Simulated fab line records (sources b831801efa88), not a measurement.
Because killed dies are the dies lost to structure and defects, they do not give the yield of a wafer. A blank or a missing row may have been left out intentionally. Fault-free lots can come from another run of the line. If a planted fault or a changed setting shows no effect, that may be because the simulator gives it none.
fab line records ; flow sfq_line
[record] lots = 5; wafers = 15; last_day = 87
route steps=325 shown I4@163
lots untouched by any fault: they come from a run of this same line in which no faults occurred
start_h: hours from the record's opening day to when the first of the lot's shown wafers began ; wait_h: time in hours since the lot's previous step ; " as in the row above ; L1.1+2: a single row standing in for several wafers ; - no value, or no start given ; * or withheld: withheld ; < > ~ a bound
route shown NAME@n: a module of which the file shows steps, and the number in the route of the first ; usual: average and standard deviation across the fault-free wafers ; same: alike in all rows ; chamber/n: place in a boat ; sites: per-site readings ; _std_site: the values' standard deviation ; _edge_site: outer sites' mean less inner sites' ; radius_mm: for every site, how far away it sits from the centre of the wafer ; mask NAME#n: copy n ; behind: tool/chamber where the wafer was last shaped ; hold: the reason the lot was held/the length of the hold in hours/how it ended ; device: which transistor (n, p or np) failed to switch ; end of line: the route-end tests of the same wafers ; where a step has no rows: the recipe by itself ; killed: not the wafer's yield, but the dies lost to structure and defects at the first sort ; map: dies across one wafer; x = killed, . = not, _ = none there
set.NAME: the run value of the setting; set.NAME@STEP: its run value at that earlier step ; model.NAME: the simulator's own value behind a step, which no gauge read
lots seen at some steps along the route; tables by step, rows by wafer
services: a tool's chamber out of use, with start hour (start_h, from the record's first day; less than 0 if before it), hours out, and reason
[[steps]]
[step SFQ_TRILAYER_I4_DEP_PECVD_099]
[recipe] material = SiO2; temp_c = 150; time_s = 111.11; pressure_torr = 2.4; rf_w = 183.3; precursor = SiH4/N2O; target_thk_nm = 500
[usual] heater_power_w = 94/17; throttle_valve_pct = 24.9/1
lot.wafer;tool;chamber;start_h;wait_h;heater_power_w;throttle_valve_pct
L290.2;pecvd-02;1;1169.34;0.0;88;23.3
L290.5;pecvd-02;1;1169.34;0.0;95;22.8
L290.6;pecvd-02;0;1169.34;0.0;80;25.6
L293.2;pecvd-03;2;1214.82;0.0;113;24.7
L293.3;pecvd-03;1;1214.82;0.0;134;25.1
L293.4;pecvd-03;0;1214.82;0.0;85;24.0
L303.2;pecvd-04;0;1280.73;0.0;86;25.3
L303.3;pecvd-04;1;1280.73;0.0;92;25.6
L303.4;pecvd-04;0;1280.73;0.0;90;25.2
L304.2;pecvd-03;0;1290.33;0.0;81;24.1
L304.4;pecvd-03;1;1290.33;0.0;111;25.5
L304.5;pecvd-03;0;1290.33;0.0;86;24.4
L312.1;pecvd-02;2;1463.27;0.0;89;24.4
L312.3;pecvd-02;0;1463.27;0.0;88;26.2
L312.4;pecvd-02;1;1463.27;0.0;95;23.9
[step SFQ_TRILAYER_I4_CMP_CMP_100]
[recipe] material = SiO2; down_force_psi = 3; platen_rpm = 60; pad_velocity_m_s = 0.94248
[usual] motor_current_A = 10.0/1.5; time_to_endpoint_s = 220/7.3
lot.wafer;tool;chamber;start_h;wait_h;motor_current_A;time_to_endpoint_s
L290.2;cmp-01;1;1175.60;6.2;10.5;218
L290.5;cmp-01;2;1175.60;6.2;8.3;221
L290.6;cmp-01;3;1175.60;6.2;12.5;240
L293.3;cmp-01;2;1214.89;0.0;8.4;209
L293.2;cmp-01;0;1215.89;1.0;8.9;205
L293.4;cmp-01;1;1215.89;1.0;10.6;228
L303.2;cmp-01;2;1281.18;0.4;8.3;214
L303.4;cmp-01;3;1281.18;0.4;12.3;229
L303.3;cmp-01;0;1281.18;0.4;8.2;222
L304.4;cmp-02;0;1290.91;0.5;9.8;212
L304.2;cmp-02;1;1290.91;0.5;11.4;210
L304.5;cmp-02;3;1292.41;2.0;8.8;225
L312.4;cmp-01;1;1463.35;0.0;10.1;215
L312.1;cmp-01;2;1463.35;0.0;8.0;210
L312.3;cmp-01;3;1463.35;0.0;12.4;223
[step SFQ_I4_BOW_MEAS_927]
[recipe] mode = bow
[usual] I4_BOW = 2/9
lot.wafer;tool;chamber;start_h;wait_h;I4_BOW[um]
L290.2;film_metro-01;-;1177.12;1.0;8
L290.5;film_metro-01;-;1177.12;1.0;15
L290.6;film_metro-01;-;1177.12;1.0;13
L293.2;film_metro-01;-;1217.91;1.5;-2
L293.3;film_metro-01;-;1217.91;1.5;-10
L293.4;film_metro-01;-;1217.91;1.5;-16
L303.2;film_metro-03;-;1284.20;2.5;-1
L303.3;film_metro-03;-;1284.20;2.5;-7
L303.4;film_metro-03;-;1284.20;2.5;-7
L304.2;film_metro-04;-;1293.43;1.5;7
L304.4;film_metro-04;-;1293.43;1.5;1
L304.5;film_metro-04;-;1293.43;1.5;14
L312.1;film_metro-03;-;1466.35;2.0;-5
L312.3;film_metro-03;-;1466.35;2.0;2
L312.4;film_metro-03;-;1466.35;2.0;4
[step SFQ_TRILAYER_I4_METRO_MEASURE_101]
[usual] thk_nm = 200.8/0.96
lot.wafer;tool;chamber;start_h;wait_h;thk_nm
L290.2;film_metro-01;-;1177.42;0.3;200.5
L290.5;film_metro-01;-;1177.42;0.3;199.7
L290.6;film_metro-01;-;1177.42;0.3;200.7
L293.2;film_metro-01;-;1218.21;0.3;199.1
L293.3;film_metro-01;-;1218.21;0.3;200.6
L293.4;film_metro-01;-;1218.21;0.3;200.3
L303.2;film_metro-03;-;1284.50;0.3;201.5
L303.3;film_metro-03;-;1284.50;0.3;201.2
L303.4;film_metro-03;-;1284.50;0.3;202.7
L304.2;film_metro-04;-;1293.73;0.3;200.4
L304.4;film_metro-04;-;1293.73;0.3;200.1
L304.5;film_metro-04;-;1293.73;0.3;200.3
L312.1;film_metro-03;-;1466.47;0.1;199.9
L312.3;film_metro-03;-;1466.47;0.1;201.5
L312.4;film_metro-03;-;1466.47;0.1;200.9
[step SFQ_TRILAYER_I4_VIA_LITHO_COAT_108]
[recipe] resist = BARC; spin_rpm = 3000; resist_thk_nm = 62
[step SFQ_TRILAYER_I4_VIA_LITHO_COAT_103]
[recipe] resist = KrF; spin_rpm = 3000; resist_thk_nm = 650
[step SFQ_TRILAYER_I4_VIA_LITHO_SOFTBAKE_107]
[recipe] temp_c = withheld; time_s = withheld; resist = KrF
[step SFQ_TRILAYER_I4_VIA_LITHO_EXPOSE_104]
[recipe] mask_id = I4; na = 0.6; source_shape = conventional; sigma_outer = 0.65; target_cd_nm = 700; dose_mj = 21.3
[step SFQ_TRILAYER_I4_VIA_LITHO_PEB_106]
[recipe] peb_temp_c = 115; peb_time_s = 60; resist = KrF
[step SFQ_TRILAYER_I4_VIA_LITHO_DEVELOP_105]
[recipe] time_s = 60; resist = KrF
[step SFQ_I4_OVL_MEAS_928]
[usual] I4_OVL = -2/5.5
lot.wafer;tool;chamber;start_h;wait_h;I4_OVL[nm]
L290.2;overlay-02;-;1302.63;0.1;5
L290.5;overlay-02;-;1302.63;0.1;11
L290.6;overlay-02;-;1302.63;0.1;6
L293.2;overlay-01;-;1343.36;0.1;0
L293.3;overlay-01;-;1343.36;0.1;-6
L293.4;overlay-01;-;1343.36;0.1;0
L303.2;overlay-01;-;1414.28;0.1;-1
L303.3;overlay-01;-;1414.28;0.1;5
L303.4;overlay-01;-;1414.28;0.1;3
L304.2;overlay-01;-;1421.48;0.1;8
L304.4;overlay-01;-;1421.48;0.1;3
L304.5;overlay-01;-;1421.48;0.1;2
L312.1;overlay-01;-;1470.18;0.1;-3
L312.3;overlay-01;-;1470.18;0.1;-1
L312.4;overlay-01;-;1470.18;0.1;-12
[step SFQ_TRILAYER_I4_VIA_BARC_OPEN_VIA_ETCH_146]
[recipe] mask_material = PR; chemistry = O2; target_depth_nm = 125; target = BARC; source_w = 500; bias_w = 80; pressure_mtorr = 30; time_s = 41.7
[usual] bias_w = 80.01/0.23; drypump_motor_current_A = 5.6/0.34; oes_product_au = 0.684/0.0044
lot.wafer;tool;chamber;start_h;wait_h;bias_w;drypump_motor_current_A;oes_product_au;rf_hours_counter_h
L290.2;rie_diel-01;1;1302.66;0.0;80.18;5.8;0.678;0
L290.5;rie_diel-01;1;1302.66;0.0;80.01;5.8;0.685;-
L290.6;rie_diel-01;0;1302.66;0.0;79.97;5.8;0.685;-
L293.2;rie_diel-02;0;1343.39;0.0;80.41;5.6;0.692;8
L293.3;rie_diel-02;3;1343.39;0.0;80.26;5.5;0.681;14
L293.4;rie_diel-02;2;1343.39;0.0;80.26;6.0;0.686;16
L303.2;rie_diel-02;0;1414.31;0.0;79.88;5.7;0.683;9
L303.3;rie_diel-02;1;1414.31;0.0;79.72;4.9;0.678;12
L303.4;rie_diel-02;3;1414.31;0.0;79.87;5.5;0.690;15
L304.2;rie_diel-04;3;1421.51;0.0;80.07;5.4;0.684;17
L304.4;rie_diel-04;2;1421.51;0.0;79.58;5.6;0.679;12
L304.5;rie_diel-04;2;1421.51;0.0;79.74;5.6;0.682;-
L312.1;rie_diel-04;3;1470.22;0.0;80.06;5.4;0.687;18
L312.3;rie_diel-04;0;1470.22;0.0;80.16;5.3;0.681;15
L312.4;rie_diel-04;1;1470.22;0.0;79.95;6.0;0.693;17
[step SFQ_TRILAYER_I4_VIA_ETCH_VIA_ETCH_106]
[recipe] target = SiO2; stop_on = Nb; mask_material = PR; taper_deg = 20; chemistry = CHF3; target_depth_nm = 260; source_w = 500; bias_w = 80; pressure_mtorr = 30; time_s = withheld
[usual] bias_w = 80.03/0.25; drypump_motor_current_A = 5.6/0.34; oes_product_au = 0.856/0.0051
lot.wafer;tool;chamber;start_h;wait_h;bias_w;drypump_motor_current_A;oes_product_au
L290.2;rie_diel-01;1;1302.70;0.0;79.71;5.9;0.845
L290.5;rie_diel-01;1;1302.70;0.0;79.93;5.9;0.853
L290.6;rie_diel-01;0;1302.70;0.0;80.20;5.8;0.856
L293.2;rie_diel-02;0;1343.43;0.0;80.40;5.6;0.852
L293.3;rie_diel-02;3;1343.43;0.0;80.35;5.6;0.855
L293.4;rie_diel-02;2;1343.43;0.0;80.28;6.0;0.846
L303.2;rie_diel-02;0;1414.35;0.0;79.86;5.6;0.856
L303.3;rie_diel-02;1;1414.35;0.0;78.10;5.0;0.860
L303.4;rie_diel-02;3;1414.35;0.0;79.73;5.6;0.861
L304.2;rie_diel-04;3;1421.55;0.0;80.07;5.4;0.854
L304.4;rie_diel-04;2;1421.55;0.0;79.73;5.6;0.859
L304.5;rie_diel-04;2;1421.55;0.0;79.71;5.6;0.849
L312.1;rie_diel-04;3;1470.26;0.0;80.13;5.4;0.853
L312.3;rie_diel-04;0;1470.26;0.0;79.68;5.3;0.854
L312.4;rie_diel-04;1;1470.26;0.0;79.83;6.0;0.865
[step SFQ_TRILAYER_I4_VIA_STRIP_STRIP_107]
[recipe] gas = O2; power_w = 200; platen_temp_c = 40; overash_fraction = 0.65; chemistry = O2; pressure_mtorr = 50
[usual] drypump_motor_current_A = 5.7/0.44; oes_product_au = 1.008/0.013
lot.wafer;tool;chamber;start_h;wait_h;drypump_motor_current_A;oes_product_au;rf_hours_counter_h
L290.2;rie_metal-04;1;1302.81;-;5.8;1.022;35
L290.5;rie_metal-04;1;1302.81;-;5.8;1.026;-
L290.6;rie_metal-04;0;1302.81;-;5.0;1.028;-
L293.2;rie_metal-02;1;1343.54;-;5.8;0.987;108
L293.3;rie_metal-02;0;1343.54;-;5.6;1.010;-
L293.4;rie_metal-02;1;1343.54;-;5.8;0.985;-
L303.2;rie_metal-01;0;1414.46;-;6.1;1.030;7
L303.3;rie_metal-01;0;1414.46;-;6.1;1.039;-
L303.4;rie_metal-01;1;1414.46;-;6.3;0.991;-
L304.2;rie_metal-04;0;1421.66;-;5.0;1.004;106
L304.4;rie_metal-04;1;1421.66;-;5.8;1.012;-
L304.5;rie_metal-04;1;1421.66;-;5.8;1.014;-
L312.1;rie_metal-01;1;1470.37;-;6.3;0.995;56
L312.3;rie_metal-01;0;1470.37;-;6.1;1.018;-
L312.4;rie_metal-01;1;1470.37;-;6.3;0.989;-
[[services]]
tool;chamber;start_h;hours;kind
pecvd-02;1;1148.50;8.7;repair
cmp-01;-;1150.23;2.9;repair
rie_diel-04;-;1152.28;28.1;pm
rie_diel-01;-;1156.64;14.6;pm
rie_metal-04;1;1162.59;5.6;repair
rie_metal-01;1;1178.49;1.9;repair
rie_diel-01;-;1180.24;2.8;pm
pecvd-03;-;1185.11;2.5;repair
cmp-01;-;1185.59;0.5;repair
film_metro-01;-;1197.62;1.9;pm
rie_diel-04;0;1221.64;16.0;repair
cmp-01;-;1245.75;0.6;repair
rie_diel-04;3;1247.00;8.3;repair
cmp-01;-;1252.40;4.0;pm
rie_diel-02;3;1267.74;6.2;repair
cmp-01;-;1326.89;1.7;repair
rie_diel-02;3;1360.64;5.5;repair
rie_diel-02;2;1362.97;12.6;repair
cmp-01;-;1377.42;7.3;pm
rie_diel-02;2;1378.47;22.3;repair
rie_diel-04;-;1381.18;14.6;pm
rie_diel-02;3;1393.84;6.9;repair
cmp-01;-;1427.95;4.3;pm
cmp-01;-;1438.62;1.3;repair
[[key]]
[first_sign] step = SFQ_TRILAYER_I4_VIA_ETCH_VIA_ETCH_106; reading = bias_w; direction = down; sigmas = 7.8; usual = 80.03; struck = 78.10
effect none on later readings
met_at SFQ_TRILAYER_I4_VIA_ETCH_VIA_ETCH_106
struck_wafers L303.3
[fault] kind = process_parameter_drift; tool = rie_diel-02; chamber = 1; onset_h = 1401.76; steps = SFQ_TRILAYER_I4_VIA_ETCH_VIA_ETCH_106; channel = bias_w; offset = -2.1925; shape = step; end_h = 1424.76; acts_in = these_recipes_only; stated = 80
